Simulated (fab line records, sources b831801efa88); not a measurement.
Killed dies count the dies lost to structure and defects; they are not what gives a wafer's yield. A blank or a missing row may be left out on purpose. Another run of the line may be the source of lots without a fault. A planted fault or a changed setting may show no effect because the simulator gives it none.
fab line records	flow sky130
record lots=14	wafers=42	lastDay=50
route steps=708 shown NWELL@82 VT_ADJUST_LVTN@114 VT_ADJUST_HVTR@141 VT_ADJUST_PCH@150
lots that met no fault: taken from a fault-free run of the same line
startH: hours from the record's opening day to when the first of the lot's shown wafers began	waitH: hours elapsed since this lot's preceding step	" unchanged from the row above	L1.1+2: one row covering several wafers at once	- no value present, or no start provided	* or withheld: withheld	< > ~ a bound
route shown NAME@n: a module of which the file shows steps, and the number in the route of the first	usual: the fault-free wafers' mean and standard deviation	same: alike in all rows	chamber/n: place in a boat	sites: each site's reading	_std_site: how widely they spread, as a standard deviation	_edge_site: outer sites' mean less inner sites'	radiusMm: how far each site lies from the wafer's centre	mask NAME#n: copy n	behind: the tool/chamber that last shaped the wafer	hold: the reason the lot was held/the length of the hold in hours/how it ended	device: the transistor (n, p or np) that didn't switch	end of line: the tests these same wafers got at the end of their route	a step with no rows: only its recipe	killed: at the first sort, the dies lost to defects and structure; wafer yield is something else	map: a wafer's dies, marking killed ones x, the rest . and places with no die _
set.NAME: the setting as run; set.NAME@STEP: as run at that earlier step	model.NAME: the simulator's own value behind a step, which no gauge read
the route's steps for a sample of lots (tables are steps, rows are wafers)
services: from which hour (startH, from the record's first day; less than 0 if before it) a tool's chamber was out of use, for how many hours, and why
## steps
# step SKY_NWELL_RS_MEAS_29
# recipe thkMeasGauge=four-point-probe
# usual NWELL_RS=624.3/1.6
lot.wafer	tool	chamber	startH	waitH	NWELL_RS[ohm/sq]
L998.2	filmMetro-02	-	107.80	0.1	625.9
L998.4	"	-	"	"	625.5
L998.6	"	-	"	"	624.0
L999.2	filmMetro-04	-	111.99	0.1	623.1
L999.4	"	-	"	"	625.4
L999.6	"	-	"	"	625.6
L100.2	filmMetro-02	-	114.60	0.1	624.5
L100.3	"	-	"	"	622.3
L100.5	"	-	"	"	621.9
L104.1	filmMetro-01	-	139.18	0.1	624.4
L104.4	"	-	"	"	622.9
L104.5	"	-	"	"	623.3
L107.2	filmMetro-01	-	158.55	0.1	627.2
L107.4	"	-	"	"	628.2
L107.5	"	-	"	"	628.6
L110.1	filmMetro-01	-	174.98	0.1	624.6
L110.2	"	-	"	"	625.6
L110.3	"	-	"	"	623.7
L111.2	filmMetro-04	-	181.00	0.1	625.0
L111.4	"	-	"	"	624.9
L111.6	"	-	"	"	625.5
L115.1	filmMetro-01	-	208.69	0.1	624.7
L115.2	"	-	"	"	625.5
L115.6	"	-	"	"	625.1
L116.1	filmMetro-01	-	214.64	0.1	621.4
L116.3	"	-	"	"	621.2
L116.6	"	-	"	"	623.8
L117.1	filmMetro-01	-	222.47	0.1	625.0
L117.2	"	-	"	"	625.6
L117.4	"	-	"	"	626.3
L118.2	filmMetro-02	-	228.95	0.1	625.3
L118.5	"	-	"	"	624.8
L118.6	"	-	"	"	625.8
L119.3	filmMetro-02	-	230.52	0.1	622.8
L119.4	"	-	"	"	625.1
L119.5	"	-	"	"	625.1
L120.1	filmMetro-01	-	238.33	0.1	623.3
L120.4	"	-	"	"	622.6
L120.6	"	-	"	"	623.1
L121.2	filmMetro-02	-	244.16	0.1	622.2
L121.5	"	-	"	"	624.0
L121.6	"	-	"	"	625.9
# step SKY_VT_ADJUST_LVTN_DEVELOP_17
# recipe resist=NOVOLAK	developer=TMAH	developTimeS=60	devTempC=23
# usual chillPlateTempC=22.99/0.11	developTimeS=60/0	developerTempC=23.02/0.1
lot.wafer	tool	chamber	startH	waitH	chillPlateTempC	developTimeS	developerTempC
L998.2	lithoTrack-03	0	164.40	0.1	23.06	60	23.20
L998.4	"	0	"	"	23.13	60	23.17
L998.6	"	0	"	"	22.95	60	23.12
L999.2	lithoTrack-02	0	169.76	0.1	23.06	60	22.98
L999.4	"	0	"	"	23.07	60	23.00
L999.6	"	0	"	"	23.31	60	22.99
L100.2	lithoTrack-03	0	173.10	0.1	22.86	60	22.92
L100.3	"	0	"	"	22.98	60	22.86
L100.5	"	0	"	"	22.86	60	22.95
L104.1	lithoTrack-02	0	200.58	0.1	22.79	60	23.01
L104.4	"	0	"	"	23.07	60	22.89
L104.5	"	0	"	"	23.07	60	22.86
L107.2	lithoTrack-02	0	221.71	0.1	22.90	60	23.01
L107.4	"	0	"	"	22.91	60	23.22
L107.5	"	0	"	"	22.95	60	22.90
L110.1	lithoTrack-03	-	240.83	0.1	-	-	-
L110.2	"	-	"	"	-	-	-
L110.3	"	-	"	"	-	-	-
L111.2	lithoTrack-02	-	245.66	0.1	-	-	-
L111.4	"	-	"	"	-	-	-
L111.6	"	-	"	"	-	-	-
L115.1	lithoTrack-02	0	278.28	0.1	22.89	60	22.97
L115.2	"	0	"	"	22.88	60	23.01
L115.6	"	0	"	"	22.88	60	23.10
L116.1	lithoTrack-03	0	284.48	0.1	23.08	60	23.02
L116.3	"	0	"	"	22.99	60	22.92
L116.6	"	0	"	"	22.88	60	22.95
L117.1	lithoTrack-03	0	294.33	0.1	23.07	60	22.96
L117.2	"	0	"	"	23.01	60	23.01
L117.4	"	0	"	"	23.01	60	22.88
L118.2	lithoTrack-04	0	301.01	0.1	23.06	60	22.99
L118.5	"	0	"	"	22.92	60	23.06
L118.6	"	0	"	"	23.01	60	23.08
L119.3	lithoTrack-03	0	303.58	0.1	22.94	60	22.96
L119.4	"	0	"	"	22.95	60	22.88
L119.5	"	0	"	"	22.92	60	23.02
L120.1	lithoTrack-02	0	312.83	0.1	23.04	60	23.04
L120.4	"	0	"	"	23.01	60	22.89
L120.6	"	0	"	"	22.98	60	23.12
L121.2	lithoTrack-02	0	317.91	0.1	23.18	60	22.93
L121.5	"	0	"	"	23.17	60	22.97
L121.6	"	0	"	"	23.12	60	23.01
# step SKY_VT_ADJUST_HVTR_STRIP_10
# recipe chemistry=O2/N2	powerW=1400	pressureMtorr=1500	platenTempC=withheld	o2FlowSccm=3000	n2FlowSccm=300	overashFraction=0.5
# usual drypumpMotorCurrentA=5.63/0.27	oesProductAu=0.716/0.0047	stripTimeToEndpointS=14.21/0.039
lot.wafer	tool	chamber	startH	waitH	drypumpMotorCurrentA	oesProductAu	rfHoursCounterH	stripTimeToEndpointS
L998.2	plasmaAsher-03	1	207.49	0.1	5.61	0.709	10	14.24
L998.4	"	1	"	"	5.63	0.709	-	14.20
L998.6	"	0	"	"	5.58	0.715	-	14.22
L999.2	plasmaAsher-03	1	212.08	0.1	5.61	0.715	10	14.21
L999.4	"	0	"	"	5.55	0.722	-	14.23
L999.6	"	1	"	"	5.60	0.715	-	14.21
L100.2	plasmaAsher-03	1	217.10	0.1	5.59	0.723	11	14.18
L100.3	"	1	"	"	5.59	0.713	-	14.17
L100.5	"	0	"	"	5.54	0.707	-	14.20
L104.1	plasmaAsher-03	1	245.43	0.1	5.61	0.714	13	14.26
L104.4	"	1	"	"	5.61	0.720	-	14.22
L104.5	"	0	"	"	5.57	0.723	-	14.22
L107.2	plasmaAsher-03	0	267.54	0.1	5.53	0.716	16	14.19
L107.4	"	0	"	"	5.49	0.716	-	14.21
L107.5	"	0	"	"	5.53	0.710	-	14.24
L110.1	plasmaAsher-03	1	290.10	0.1	5.61	0.711	18	14.22
L110.2	"	0	"	"	5.55	0.716	18	14.21
L110.3	"	0	"	"	5.53	0.710	-	14.24
L111.2	plasmaAsher-03	1	295.35	0.1	5.62	0.716	18	14.17
L111.4	"	1	"	"	5.61	0.716	-	14.21
L111.6	"	0	"	"	5.53	0.718	-	14.16
L115.1	plasmaAsher-02	0	330.10	0.1	6.10	0.724	67	14.15
L115.2	"	1	"	"	5.68	0.715	67	14.17
L115.6	"	1	"	"	5.71	0.713	-	14.16
L116.1	plasmaAsher-01	0	337.29	0.1	5.02	0.709	65	14.16
L116.3	"	0	"	"	5.02	0.713	-	14.18
L116.6	"	0	"	"	5.03	0.716	-	14.21
L117.1	plasmaAsher-03	0	348.37	0.1	5.52	0.717	23	14.21
L117.2	"	1	"	"	5.61	0.716	23	14.19
L117.4	"	1	"	"	5.60	0.719	-	14.16
L118.2	plasmaAsher-02	0	355.10	0.1	6.06	0.721	69	14.24
L118.5	"	1	"	"	5.70	0.720	-	14.21
L118.6	"	0	"	"	6.07	0.726	-	14.23
L119.3	plasmaAsher-02	1	356.91	0.1	5.71	0.716	-	14.17
L119.4	"	0	"	"	6.06	0.717	-	14.20
L119.5	"	0	"	"	6.08	0.713	-	14.15
L120.1	plasmaAsher-03	1	367.55	0.1	5.61	0.715	26	14.12
L120.4	"	1	"	"	5.59	0.710	-	14.15
L120.6	"	1	"	"	5.59	0.709	-	14.12
L121.2	plasmaAsher-03	1	372.85	0.1	5.61	0.714	26	14.20
L121.5	"	0	"	"	5.49	0.700	-	14.22
L121.6	"	1	"	"	5.59	0.712	-	14.21
# step SKY_VT_ADJUST_PCH_OVL_MEAS_07
# usual VT_ADJUST_PCH_OVL=0.6/1.2
lot.wafer	tool	chamber	startH	waitH	VT_ADJUST_PCH_OVL[nm]
L998.2	overlay-01	-	229.55	-	1.2
L998.4	"	-	"	"	0.5
L998.6	"	-	"	"	1.8
L999.2	overlay-01	-	233.73	-	-1.0
L999.4	"	-	"	"	0.3
L999.6	"	-	"	"	0.8
L100.2	overlay-01	-	238.15	-	0.1
L100.3	"	-	"	"	1.1
L100.5	"	-	"	"	2.3
L104.1	overlay-01	-	269.29	-	1.4
L104.4	"	-	"	"	1.5
L104.5	"	-	"	"	1.0
L107.2	overlay-01	-	292.69	-	-0.6
L107.4	"	-	"	"	1.4
L107.5	"	-	"	"	0.5
L110.1	overlay-02	-	315.44	-	-0.1
L110.2	"	-	"	"	1.0
L110.3	"	-	"	"	1.2
L111.2	overlay-01	-	320.49	-	2.2
L111.4	"	-	"	"	0.6
L111.6	"	-	"	"	2.9
L115.1	overlay-02	-	357.19	-	1.1
L115.2	"	-	"	"	3.1
L115.6	"	-	"	"	0.1
L116.1	overlay-02	-	364.52	-	0.5
L116.3	"	-	"	"	1.6
L116.6	"	-	"	"	0.2
L117.1	overlay-01	-	376.69	-	0.3
L117.2	"	-	"	"	0.6
L117.4	"	-	"	"	-2.0
L118.2	overlay-01	-	383.43	-	-0.2
L118.5	"	-	"	"	0.8
L118.6	"	-	"	"	1.9
L119.3	overlay-01	-	385.50	-	-0.6
L119.4	"	-	"	"	1.7
L119.5	"	-	"	"	2.2
L120.1	overlay-02	-	396.02	-	1.2
L120.4	"	-	"	"	1.0
L120.6	"	-	"	"	2.8
L121.2	overlay-01	-	401.15	-	0.9
L121.5	"	-	"	"	0.9
L121.6	"	-	"	"	0.5
## services
tool	chamber	startH	hours	kind
lithoTrack-02	-	341.28	-	consumableReplace:filter
lithoTrack-04	-	346.55	-	consumableReplace:filter
plasmaAsher-01	-	360.48	13.5	repair
## key
firstSign step=SKY_VT_ADJUST_LVTN_DEVELOP_17	reading=toolRecord	direction=missing
effect none on later readings
metAt SKY_VT_ADJUST_LVTN_DEVELOP_17
struckLots L110,L111
sortLeftOut L110.1,L110.2,L110.3,L111.2,L111.4,L111.6
testerLeftOut L110,L111
notActingAt SKY_NWELL_RS_MEAS_29,SKY_VT_ADJUST_HVTR_STRIP_10,SKY_VT_ADJUST_PCH_OVL_MEAS_07
onsetBetween 221.71 240.83
fault kind=skippedStepWhole	tool=lithoTrack-02,lithoTrack-03	chamber=-	onsetH=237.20	steps=SKY_VT_ADJUST_LVTN_DEVELOP_17	scope=struckLotsOnly
# testerLeftOut: of these lots the tester's yield and bins aren't shown, on N5 and GAA mostly nor the transistor test; their killed dies are dies lost to structure and defects alone, not to doping, threshold or leakage, so they don't give the yield
# sortLeftOut: the simulated sort isn't trusted on such a fault, so these wafers' sort isn't shown, and their yield isn't known
